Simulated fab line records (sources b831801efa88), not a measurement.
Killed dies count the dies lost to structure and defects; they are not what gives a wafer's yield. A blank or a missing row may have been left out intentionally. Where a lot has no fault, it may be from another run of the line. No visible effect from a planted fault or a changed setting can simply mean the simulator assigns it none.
Problem report, 8D (eight disciplines) form, completed by code / flow sky130 / the parts of the form that need people (team, actions taken, sign-off) are left out

## 1. THE ISSUE
Mean CONTACT_CVD_00_THK at SKY_CONTACT_THK_MEAS_01: 68.3 nm over 2 wafers in 2 lots; fault-free wafers: 75.1 nm, standard deviation 0.97. That puts it -7.0 standard deviations away from the usual mean.
Seen first at day 34 13:29 on film_metro-02, wafer L847.2. The record holds 42 wafers of 14 lots with a number at this step. By rule, "out" or "out of limits" means more than 4 standard deviations away from the usual mean. The other wafers with a number count as sound.

## 2. WHAT IT IS; WHAT IT IS NOT
question=which readings at this step | is=CONTACT_CVD_00_THK | is not=-
question=which lots | is=L847, L849 | is not=L837, L839, L840, L844, L850, L851, L853, L855, L856, L858, L859, L860
question=which wafers of those lots | is=L847.2, L849.5 | is not=L847.1, L847.6, L849.3, L849.4
question=read on which gauges | is=film_metro-02, film_metro-03 | is not=film_metro-04
question=when | is=from day 34 13:29 | is not=up to then (14 sound wafers); but 26 sound wafers of L849, L850, L851, L853, L855, L856, L858, L859, L860 came after

## 3. SUSPECTS, AND WHAT RULES EACH OUT
Counting: if a tool at a process step up to the reading ran every lot that is out, it stays a suspect. Sound lots after the first of them don't rule it out here, since some wafers of a struck lot are sound.
- the gauge at SKY_CONTACT_THK_MEAS_01: ruled out. Those wafers that are out were read across 2 gauges (film_metro-02, film_metro-03).
- pecvd-04 at SKY_CONTACT_CVD_00 (deposits Si3N4, target thk 75 nm): kept. Ran every lot that is out, first one L847 (day 34 13:28); last sound lot up to then L839 (day 31 01:49).
- pecvd-04, SKY_CONTACT_CVD_00: wafers that are out in chamber 0, sound lot-mates in chambers 1, 2.
The count leaves pecvd-04 at SKY_CONTACT_CVD_00.

## 4. THE CAUSE (what the simulator had put in)
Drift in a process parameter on pecvd-04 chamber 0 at SKY_CONTACT_CVD_00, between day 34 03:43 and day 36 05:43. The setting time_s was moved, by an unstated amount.
After counting, this tool was the only one left.

## 5. SEQUENCE OF EFFECTS, ordered by route
Each row: a reading whose mean over the struck wafers that have a number lies more than 3 standard deviations from the usual. Only readings whose record carries a usual standard deviation are examined. hours: median over the lots of the time between each lot's start at the first step of this table that gives one and its start at this step. sigmas: the change, counted in usual standard deviations.
hours=0; step=SKY_CONTACT_THK_MEAS_01; reading=CONTACT_CVD_00_THK; usual=75.1 nm; on struck wafers=68.3; change=-6.8; sigmas=-7.0
hours=-; step=SKY_CONTACT_ETCH_18; reading=oes_product_au; usual=0.855 a.u.; on struck wafers=0.811; change=-0.043; sigmas=-5.2
Its process steps:
- SKY_CONTACT_ETCH_18: etches Si3N4 in CHF3/O2, stops on TiN, time 39 s, target depth 75 nm.
Readings that are blank on the struck wafers while sound wafers have them: rf_fwd_power_W at SKY_CONTACT_CVD_00.

## 6. HOW IT WOULD HAVE BEEN CAUGHT EARLIER
The first out-of-limits reading at a measuring or inspecting step in this record came at day 34 13:29, 10 hours after the fault's start at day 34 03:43.
Lots out: 2; of these, L849 started SKY_CONTACT_CVD_00 on pecvd-04 after day 34 13:29. A hold on the tool at that time would have spared it.
